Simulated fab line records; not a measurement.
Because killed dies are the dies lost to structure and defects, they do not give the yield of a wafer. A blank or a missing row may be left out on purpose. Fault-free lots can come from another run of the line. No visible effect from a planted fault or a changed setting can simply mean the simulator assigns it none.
Which tool did it? | flow gf180mcu | Sampling: 14 lots, 42 wafers, 4 of 602 route steps

WHAT THE GAUGES SHOWED, per wafer
GF_V1_OVL_MEAS_15. Usual: V1_OVL typically reads 0 nm, with standard deviation 5.9.
lot  | measured     | on         | V1_OVL (nm) | flag
L841 | day 18 02:22 | overlay-01 | -1 -5 -4    |
L842 | day 18 08:16 | overlay-02 | -8 4 2      |
L843 | day 19 01:04 | overlay-02 | -7 -7 -2    |
L844 | day 19 06:53 | overlay-02 | 5 7 2       |
L845 | day 19 15:14 | overlay-01 | -7 -9 0     |
L847 | day 20 11:56 | overlay-01 | 1 1 1       |
L852 | day 22 07:08 | overlay-02 | -5 -13 -2   |
L853 | day 22 23:13 | overlay-01 | 6 7 -4      |
L855 | day 23 14:43 | overlay-01 | -3 -4 10    |
L857 | day 24 07:14 | overlay-01 | 2 -3 -2     |
L858 | day 24 09:13 | overlay-02 | -6 -7 -6    |
L859 | day 25 00:20 | overlay-01 | 0 9 8       |
L863 | day 25 23:14 | overlay-01 | 0 5 3       |
L864 | day 26 05:36 | overlay-02 | 12 -3 2     |

GF_V2_THK_MEAS_01. Usual: V2_CVD_00_THK typically reads 602 nm, with standard deviation 5.6.
lot  | measured     | on            | V2_CVD_00_THK (nm) | flag
L841 | day 19 04:46 | film_metro-01 | 604 610 602        |
L842 | day 19 10:11 | film_metro-03 | 600 600 599        |
L843 | day 20 03:34 | film_metro-03 | 604 607 599        |
L844 | day 20 09:24 | film_metro-01 | 611 608 612        |
L845 | day 20 23:25 | film_metro-03 | 607 610 602        |
L847 | day 21 14:06 | film_metro-02 | 603 603 601        |
L852 | day 23 09:04 | film_metro-01 | 602 597 602        |
L853 | day 23 23:37 | film_metro-02 | 597 607 604        |
L855 | day 24 15:04 | film_metro-03 | 603 606 608        |
L857 | day 25 07:53 | film_metro-02 | 594 597 596        |
L858 | day 25 09:30 | film_metro-03 | 601 606 594        |
L859 | day 25 23:41 | film_metro-03 | 606 603 606        |
L863 | day 26 22:50 | film_metro-02 | 602 610 615        |
L864 | day 27 04:35 | film_metro-01 | 599 594 601        |

EACH LOT AND THE TOOL THAT RAN IT (in order: tool; ch and the chambers of the sampled wafers; start)
lot  | GF_SAB_WET_ETCH_12              | GF_V1_STRIP_18
L841 | wet_bench-04 ch 3, day 15 01:44 | plasma_asher-01 ch 0,1, day 18 02:32
L842 | wet_bench-04 ch 3, day 15 06:57 | plasma_asher-03 ch 0, day 18 08:26
L843 | wet_bench-01 ch 3, day 15 22:32 | plasma_asher-02 ch 0,1, day 19 01:14
L844 | wet_bench-01 ch 0, day 16 05:20 | plasma_asher-03 ch 0,1, day 19 07:04
L845 | wet_bench-01 ch 0, day 16 13:50 | plasma_asher-01 ch 0,1, day 19 15:26
L847 | wet_bench-03 ch 2, day 17 08:39 | plasma_asher-01 ch 0,1, day 20 12:05
L852 | wet_bench-04 ch 1, day 19 03:18 | plasma_asher-01 ch 0,1, day 22 07:19
L853 | wet_bench-03 ch 0, day 19 13:28 | plasma_asher-02 ch 0,1, day 22 23:23
L855 | wet_bench-03 ch 2, day 20 12:18 | plasma_asher-02 ch 0,1, day 23 14:53
L857 | wet_bench-04 ch 2, day 21 05:32 | plasma_asher-01 ch 0,1, day 24 07:25
L858 | wet_bench-01 ch 0, day 21 06:57 | plasma_asher-03 ch 0,1, day 24 09:23
L859 | wet_bench-03 ch 3, day 21 23:18 | plasma_asher-01 ch 0,1, day 25 00:29
L863 | wet_bench-04 ch 0, day 23 00:39 | plasma_asher-03 ch 0,1, day 25 23:25
L864 | wet_bench-01 ch 3, day 23 08:02 | plasma_asher-02 ch 0,1, day 26 05:47
- GF_SAB_WET_ETCH_12: etches SiO2 in dHF, target depth 22 nm, time 440 s.
- GF_V1_STRIP_18: strips in O2/N2.

AS READ BY THE TOOLS THEMSELVES (means over the sampled wafers that have a number; for cases with no such wafer, the mark the record gives instead)
GF_SAB_WET_ETCH_12. Usual: run_length_s at 467 s, with a standard deviation of 3.3.
lot  | tool         | run_length_s (s) | flag
L841 | wet_bench-04 | 468              |
L842 | wet_bench-04 | 466              |
L843 | wet_bench-01 | 468              |
L844 | wet_bench-01 | 464              |
L845 | wet_bench-01 | 473              |
L847 | wet_bench-03 | 465              |
L852 | wet_bench-04 | 465              |
L853 | wet_bench-03 | 465              |
L855 | wet_bench-03 | 521              | OFF
L857 | wet_bench-04 | 473              |
L858 | wet_bench-01 | 464              |
L859 | wet_bench-03 | 520              | OFF
L863 | wet_bench-04 | 466              |
L864 | wet_bench-01 | 474              |

GF_V1_STRIP_18. Usual: drypump_motor_current_A 5.7 A, standard deviation 0.36; heater_power_w 345 W, standard deviation 31; oes_product_au 0.594 a.u., standard deviation 0.0047.
lot  | tool            | drypump_motor_current_A (A) | heater_power_w (W) | oes_product_au (a.u.) | flag
L841 | plasma_asher-01 | 5.9                         | 372                | 0.593                 |
L842 | plasma_asher-03 | 5.9                         | 358                | 0.590                 |
L843 | plasma_asher-02 | 5.9                         | 316                | 0.592                 |
L844 | plasma_asher-03 | 5.5                         | 364                | 0.590                 |
L845 | plasma_asher-01 | 5.8                         | 350                | 0.589                 |
L847 | plasma_asher-01 | 5.9                         | 367                | 0.593                 |
L852 | plasma_asher-01 | 5.9                         | 370                | 0.591                 |
L853 | plasma_asher-02 | 5.9                         | 310                | 0.594                 |
L855 | plasma_asher-02 | 5.7                         | 318                | 0.595                 |
L857 | plasma_asher-01 | 5.9                         | 375                | 0.596                 |
L858 | plasma_asher-03 | 5.7                         | 365                | 0.593                 |
L859 | plasma_asher-01 | 5.8                         | 350                | 0.594                 |
L863 | plasma_asher-03 | 5.7                         | 361                | 0.594                 |
L864 | plasma_asher-02 | 5.9                         | 315                | 0.594                 |

THE ANSWER, worked out from the rows above alone
Rule: a lot is off if the mean of its wafers that have a number lies more than 3 standard deviations from the usual mean. Also off: a lot with no number at a reading for which 4 or more lots have one. All remaining lots with rows at the step are treated as sound. First the gauges in route order, then the tools' own readings, where a lot's mean is used as printed above. The first step at which some lot is off is used, and at that step the reading that is off furthest; a lot without a number counts as furthest.
Off: L855, L859 (GF_SAB_WET_ETCH_12, run_length_s).
A tool fits if, at that step or a process step before it, it ran every lot that is off, and no sound lot after the first of them. One fits: wet_bench-03 at GF_SAB_WET_ETCH_12. A fault onset in the window from L853 (day 19 13:28, its last sound lot) to L855 (day 20 12:18, its first lot off) fits.
On the lots that are off, the tool's own readings at GF_SAB_WET_ETCH_12 differ by more than 5 times the standard deviation of the sound lots' means, which bears it out; run_length_s reads 520 s there versus 468 s on the sound lots.

WHAT HAD BEEN PUT IN BY THE SIMULATOR
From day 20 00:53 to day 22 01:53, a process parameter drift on wet_bench-03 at GF_SAB_WET_ETCH_12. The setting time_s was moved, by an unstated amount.
Lots struck among those shown: L855, L859. This agrees with what the rule above found.
